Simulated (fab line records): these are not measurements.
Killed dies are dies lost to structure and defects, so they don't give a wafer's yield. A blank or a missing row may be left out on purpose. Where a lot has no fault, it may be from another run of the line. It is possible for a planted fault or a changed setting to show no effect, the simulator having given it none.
Which tool did it? -- flow sky130 -- 13 lots with 39 wafers sampled at 2 steps, on a route of 708 steps

WHAT THE GAUGES SHOWED, per wafer
SKY_LDD_N_TW_MEAS_17.
lot,measured,on,LDD_N_TW
L336,day 19 05:24,film-metro-02,2546 2546 2541
L337,day 19 05:41,film-metro-04,2535 2522 2543
L341,day 19 20:06,film-metro-04,2534 2526 2539
L342,day 20 06:10,film-metro-04,2516 2521 2509
L343,day 20 22:53,film-metro-04,2510 2498 2521
L344,day 21 04:32,film-metro-02,2544 2552 2542
L345,day 21 07:22,film-metro-02,2537 2545 2557
L346,day 21 13:05,film-metro-04,2521 2541 2530
L347,day 21 21:29,film-metro-02,2554 2540 2540
L349,day 23 08:25,film-metro-04,2522 2531 2532
L350,day 23 08:45,film-metro-01,2598 2585 2608
L355,day 24 17:14,film-metro-02,2571 2558 2560
L356,day 25 09:00,film-metro-02,2544 2566 2561

WHAT TOOL EACH LOT RAN ON (gives the tool, then ch and the chambers of the sampled wafers, and finally the start)
lot,SKY_NWELL_OXIDATION_01
L336,"furnace-01 ch 0, day 2 23:32"
L337,"furnace-01 ch 0, day 3 06:51"
L341,"furnace-02 ch 0, day 3 16:55"
L342,"furnace-01 ch 0, day 3 20:28"
L343,"furnace-02 ch 0, day 4 04:50"
L344,"furnace-01 ch 0, day 4 09:05"
L345,"furnace-02 ch 0, day 4 10:00"
L346,"furnace-02 ch 0, day 4 15:41"
L347,"furnace-01 ch 0, day 4 21:02"
L349,"furnace-01 ch 0, day 5 07:21"
L350,"furnace-01 ch 0, day 5 11:36"
L355,"furnace-01 ch 0, day 6 14:58"
L356,"furnace-01 ch 0, day 7 04:55"
- SKY_NWELL_OXIDATION_01: stabilise 600 s, purge 300 s, target thk 10 nm.

AS READ BY THE TOOLS THEMSELVES (means over the sampled wafers that have a number; for cases with no such wafer, the mark the record gives instead)
SKY_NWELL_OXIDATION_01.
lot,tool,spike-tc-top-C (C)
L336,furnace-01,908.1
L337,furnace-01,908.8
L341,furnace-02,908.8
L342,furnace-01,908.0
L343,furnace-02,910.3
L344,furnace-01,908.2
L345,furnace-02,910.0
L346,furnace-02,910.1
L347,furnace-01,907.4
L349,furnace-01,907.6
L350,furnace-01,907.9
L355,furnace-01,907.5
L356,furnace-01,908.8

THE ANSWER, worked out from the rows above alone
Rule: what is usual is taken from the lots themselves. The widest of any qualifying gaps counts: lots, ordered by their means at a reading, are off when they make up no more than a third of the lots, leave a main group of 4 or more, and stand apart from it by 3 or more times the standard deviation of that group's means. If all means in a main group match to the digits the tables above print for the reading, that group is not used. A lot without any number at a reading at which 4 lots or more have one is off too. The other lots that the step has rows for count as sound. First the gauges in route order, then the tools' own readings, where a lot's mean is used as printed above. At the first step where some lot is off, the reading lying furthest off is the one used; lots without a number count as furthest.
No lot is off on any of the readings shown, so nothing can be concluded from this.

WHAT HAD BEEN PUT IN BY THE SIMULATOR
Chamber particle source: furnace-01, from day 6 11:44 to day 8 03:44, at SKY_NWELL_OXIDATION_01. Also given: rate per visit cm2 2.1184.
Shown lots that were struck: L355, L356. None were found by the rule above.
